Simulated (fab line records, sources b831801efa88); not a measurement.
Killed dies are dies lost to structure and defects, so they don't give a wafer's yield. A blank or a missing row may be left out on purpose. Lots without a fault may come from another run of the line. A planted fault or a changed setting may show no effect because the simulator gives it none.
Which tool did it? | flow sky130 | 6 lots, 18 wafers sampled, at 4 steps of a route of 708

WHAT THE GAUGES READ, wafer by wafer
SKY_VT_ADJUST_NCORE_TW_MEAS_11.
lot  | measured     | on            | VT_ADJUST_NCORE_TW
L227 | day 8 16:44  | film_metro-04 | 219.5 220.6 220.9
L231 | day 10 19:17 | film_metro-01 | 219.1 217.6 218.5
L232 | day 11 02:45 | film_metro-03 | 220.4 221.2 220.2
L235 | day 11 15:10 | film_metro-01 | 220.4 220.7 221.5
L244 | day 13 20:56 | film_metro-01 | 30.2 30.2 30.0
L248 | day 15 03:03 | film_metro-03 | 219.8 217.2 219.3

WHICH TOOL RAN EACH LOT (tool, then ch and the chambers of the sampled wafers, then the start)
lot  | SKY_NWELL_STRIP_25                   | SKY_NWELL_RTA_28                 | SKY_VT_ADJUST_NCORE_DEVELOP_06
L227 | plasma_asher-04 ch 0,1, day 5 10:16  | rtp_anneal-02 ch 0, day 5 10:29  | litho_track-03 ch 0, day 8 16:11
L231 | plasma_asher-04 ch 0,1, day 7 05:54  | rtp_anneal-01 ch 0, day 7 06:08  | litho_track-02 ch 0, day 10 18:40
L232 | plasma_asher-02 ch 0,1, day 7 11:00  | rtp_anneal-02 ch 0, day 7 11:13  | litho_track-02 ch 0, day 11 02:12
L235 | plasma_asher-04 ch 0,1, day 7 20:05  | rtp_anneal-02 ch 0, day 7 20:18  | litho_track-02 ch 0, day 11 14:39
L244 | plasma_asher-02 ch 0,1, day 9 20:28  | rtp_anneal-01 ch 0, day 9 20:41  | litho_track-04 ch 0, day 13 20:23
L248 | plasma_asher-04 ch 0,1, day 10 22:09 | rtp_anneal-02 ch 0, day 10 22:22 | litho_track-02 ch 0, day 15 02:30
- SKY_NWELL_STRIP_25: strips in O2/N2.
- SKY_NWELL_RTA_28: time 30 s.
- SKY_VT_ADJUST_NCORE_DEVELOP_06: develop time 60 s.

THE ANSWER, worked out from the rows above alone
Rule: what is usual is taken from the lots themselves. Put in order of their means at a reading, lots are off if they are a third of the lots or fewer, leave a main group of 4 or more, and stand apart from it by a gap of 3 or more times the standard deviation of the main group's means; of several such gaps the widest counts. A main group whose means are all the same, to the digits that the tables above print for the reading, isn't used. A lot without any number at a reading at which 4 lots or more have one is off too. The other lots that the step has rows for count as sound.
Off: L244, at SKY_VT_ADJUST_NCORE_TW_MEAS_11 (VT_ADJUST_NCORE_TW). The main group: mean 219.8, standard deviation 1.
A tool fits if, at a process step before that reading, it ran every lot that is off, and no sound lot after the first of them. The gauges at SKY_VT_ADJUST_NCORE_TW_MEAS_11 are tried like those tools. Can't be told from this: 4 tools fit, plasma_asher-02 at SKY_NWELL_STRIP_25, rtp_anneal-01 at SKY_NWELL_RTA_28, litho_track-04 at SKY_VT_ADJUST_NCORE_DEVELOP_06, film_metro-01 at SKY_VT_ADJUST_NCORE_TW_MEAS_11.

WHAT THE SIMULATOR HAD PUT IN
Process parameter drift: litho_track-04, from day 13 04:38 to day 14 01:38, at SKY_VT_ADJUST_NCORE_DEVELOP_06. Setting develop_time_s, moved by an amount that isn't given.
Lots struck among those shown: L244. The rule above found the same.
